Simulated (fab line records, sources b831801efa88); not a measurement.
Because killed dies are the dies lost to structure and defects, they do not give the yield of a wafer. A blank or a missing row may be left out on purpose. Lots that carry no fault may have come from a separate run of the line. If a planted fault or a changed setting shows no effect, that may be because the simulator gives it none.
Chamber matching -- flow sky130 -- SKY_CONTACT_CMP_27 on cmp-01: 4 sister chambers
The step polishes, stops on SiO2, t overpolish 15 s, target thk 0 nm. 8 wafers are shown with their chamber, then 7 later ones without.

WAFERS, EACH WITH ITS CHAMBER
wafer,chamber,motorCurrentA (A),timeToEndpointS (s)
L500.5,3,14.4,80
L500.6,0,11.1,83
L505.3,0,10.9,82
L508.1,1,10.6,89
L508.3,2,11.1,85
L508.5,2,12.1,87
L510.1,3,14.2,82
L510.2,1,10.3,86

WAFERS WITHOUT THEIR CHAMBER
wafer,motorCurrentA (A),timeToEndpointS (s)
L510.6,12.2,85
L511.2,13.4,81
L511.3,10.2,82
L511.4,10.8,84
L513.3,11.9,80
L513.4,11.1,81
L513.5,12.3,81

CHAMBER TAKEN BY EACH
wafer,from the rows above,in truth
L510.6,can't be placed: 2 or 0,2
L511.2,3,3
L511.3,can't be placed: 0 or 1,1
L511.4,can't be placed: 0 or 2 or 1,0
L513.3,can't be placed: 0 or 2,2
L513.4,0,0
L513.5,can't be placed: 0 or 2 or 3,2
Placed correctly: 2 of 7. Not placeable from these rows: 5 (in 5, the candidates include the true chamber). Wrongly placed: 0.
How it was worked out, from the rows above alone: a wafer's distance from a chamber is the root of the sum, over the readings, of the square of ((its reading less the chamber's mean) divided by the reading's scatter). If the next closest chamber is less than 2 further off than the closest, the wafer can't be placed; otherwise it belongs to the closest. Each chamber's mean is taken over the wafers shown for it. The scatter: the root of (the sum of the squares of (reading less its chamber's mean) over the shown wafers, divided by (wafers less chambers)).
